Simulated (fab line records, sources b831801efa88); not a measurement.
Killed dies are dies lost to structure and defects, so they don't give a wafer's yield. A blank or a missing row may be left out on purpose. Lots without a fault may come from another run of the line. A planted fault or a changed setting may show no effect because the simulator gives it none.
One fault seen from 2 desks | flow gf180mcu | each desk has only its own numbers; what lay behind them comes last

THE TOOL OWNER'S DESK: implanter-03
The tool's own readings at GF_HV_LDD_IMPLANT_34: means of the sampled wafers that have a number, for each lot that ran on this tool. A lot is out of limits, marked OUT, if its mean lies more than 4 standard deviations from the usual mean; the brackets give that distance.
Columns: A = tilt_deg at GF_HV_LDD_IMPLANT_34, usual 30.001 degrees
lot  | first seen here | A
L128 | day 13 02:47    | 30.006
L130 | day 13 12:19    | 29.991
L136 | day 15 10:34    | 30.012
L143 | day 17 13:17    | -0.005 (-99 or more) OUT
L144 | day 17 23:05    | -0.009 (-99 or more) OUT
This desk's finding: out of limits on L143, L144; first on L143, day 17 13:17 (tilt_deg at GF_HV_LDD_IMPLANT_34). In limits: L128, L130, L136.

THE METROLOGY DESK
What the gauges read, lot by lot, whatever tool the lot ran on: means of the sampled wafers that have a number. A lot is out of limits, marked OUT, if its mean lies more than 4 standard deviations from the usual mean; the brackets give that distance.
Columns: A = HV_LDD_OVL at GF_HV_LDD_OVL_MEAS_08, usual -0.2 nm; B = cd_nm at GF_HV_LDD_CD_MEAS_31, usual 400.2 nm; C = HV_LDD_RS at GF_HV_LDD_RS_MEAS_53, usual 417.8 ohm/sq
lot  | first seen here | A    | B     | C
L124 | day 10 03:02    | -0.6 | 403.1 | 418.9
L125 | day 10 07:25    | -1.4 | 403.7 | 418.6
L127 | day 11 00:23    | 0.2  | 400.6 | 418.4
L129 | day 11 10:41    | 1.4  | 400.6 | 417.4
L128 | day 11 10:56    | 0.9  | 394.9 | 417.4
L130 | day 11 19:14    | 1.6  | 402.3 | 416.3
L134 | day 13 03:02    | -1.0 | 403.2 | 417.5
L135 | day 13 08:18    | 1.2  | 402.2 | 415.0
L136 | day 13 15:11    | -2.3 | 399.9 | 418.3
L143 | day 15 16:13    | -1.1 | 397.4 | 373.2 (-46) OUT
L144 | day 16 02:08    | -0.2 | 402.5 | 373.1 (-46) OUT
L145 | day 16 10:26    | -1.1 | 398.3 | 417.2
L146 | day 16 16:02    | 0.1  | 402.0 | 418.3
This desk's finding: out of limits on L143, L144; first on L143, day 18 13:31 (HV_LDD_RS at GF_HV_LDD_RS_MEAS_53). In limits: L124, L125, L127, L129, L128, L130, L134, L135, L136, L145, L146.

PUT TOGETHER
The tool owner's desk could have raised an alarm at day 17 13:17, on L143, L144.
The metrology desk could have raised an alarm at day 18 13:31, on L143, L144.
Of the lots named, all ran GF_HV_LDD_IMPLANT_34 on implanter-03.

WHAT THE SIMULATOR HAD PUT IN
Process parameter drift: implanter-03, from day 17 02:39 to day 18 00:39, at GF_HV_LDD_IMPLANT_34. Setting tilt_deg, moved by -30, from 30. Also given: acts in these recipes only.
Lots struck among those shown: L143, L144.
Hours from the fault's start to each desk's first reading out of limits: the tool owner's desk, 11; the metrology desk, 35.
